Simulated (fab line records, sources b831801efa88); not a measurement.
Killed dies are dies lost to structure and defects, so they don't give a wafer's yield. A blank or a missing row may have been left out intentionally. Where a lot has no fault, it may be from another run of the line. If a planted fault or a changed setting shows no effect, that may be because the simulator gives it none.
The tool behind it: which one? || flow sky130 || 36 wafers sampled from 12 lots at 1 step of a route of 708

== WHAT THE GAUGES SHOWED, per wafer ==
SKY_NWELL_RS_MEAS_31: measures by four-point-probe.
{"lot": "L075", "measured": "day 5 17:29", "on": "film metro-01", "PWDE_RS (ohm/sq)": "5277 5259 5274"}
{"lot": "L077", "measured": "day 6 05:10", "on": "film metro-01", "PWDE_RS (ohm/sq)": "5259 5287 5273"}
{"lot": "L079", "measured": "day 6 16:10", "on": "film metro-03", "PWDE_RS (ohm/sq)": "5281 5268 5290"}
{"lot": "L081", "measured": "day 7 00:18", "on": "film metro-03", "PWDE_RS (ohm/sq)": "5296 5287 5287"}
{"lot": "L083", "measured": "day 7 15:50", "on": "film metro-02", "PWDE_RS (ohm/sq)": "5250 5272 5265"}
{"lot": "L085", "measured": "day 8 09:20", "on": "film metro-02", "PWDE_RS (ohm/sq)": "5296 5297 5286"}
{"lot": "L087", "measured": "day 8 21:19", "on": "film metro-01", "PWDE_RS (ohm/sq)": "5229 5223 5214"}
{"lot": "L089", "measured": "day 9 07:53", "on": "film metro-01", "PWDE_RS (ohm/sq)": "5256 5259 5246"}
{"lot": "L091", "measured": "day 9 18:02", "on": "film metro-02", "PWDE_RS (ohm/sq)": "5301 5315 5322"}
{"lot": "L093", "measured": "day 10 03:52", "on": "film metro-01", "PWDE_RS (ohm/sq)": "5275 5274 5276"}
{"lot": "L095", "measured": "day 10 13:53", "on": "film metro-01", "PWDE_RS (ohm/sq)": "5275 5261 5268"}
{"lot": "L097", "measured": "day 11 02:58", "on": "film metro-01", "PWDE_RS (ohm/sq)": "5283 5286 5290"}

== WHAT TOOL EACH LOT RAN ON (gives the tool, then ch and the chambers of the sampled wafers, and finally the start) ==
The record shows no process step preceding these readings.

== THE ANSWER, worked out from the rows above alone ==
Rule: the usual values come from the lots themselves. The widest of any qualifying gaps counts: lots, ordered by their means at a reading, are off when they make up no more than a third of the lots, leave a main group of 4 or more, and stand apart from it by 3 or more times the standard deviation of that group's means. The tables above print the reading to a certain number of digits; a main group whose means all agree to those digits is not used. A lot without any number at a reading at which 4 lots or more have one is off too. The other lots that the step has rows for count as sound.
Nothing can be told from this: no lot is off at any reading shown.

== WHAT THE SIMULATOR PUT IN ==
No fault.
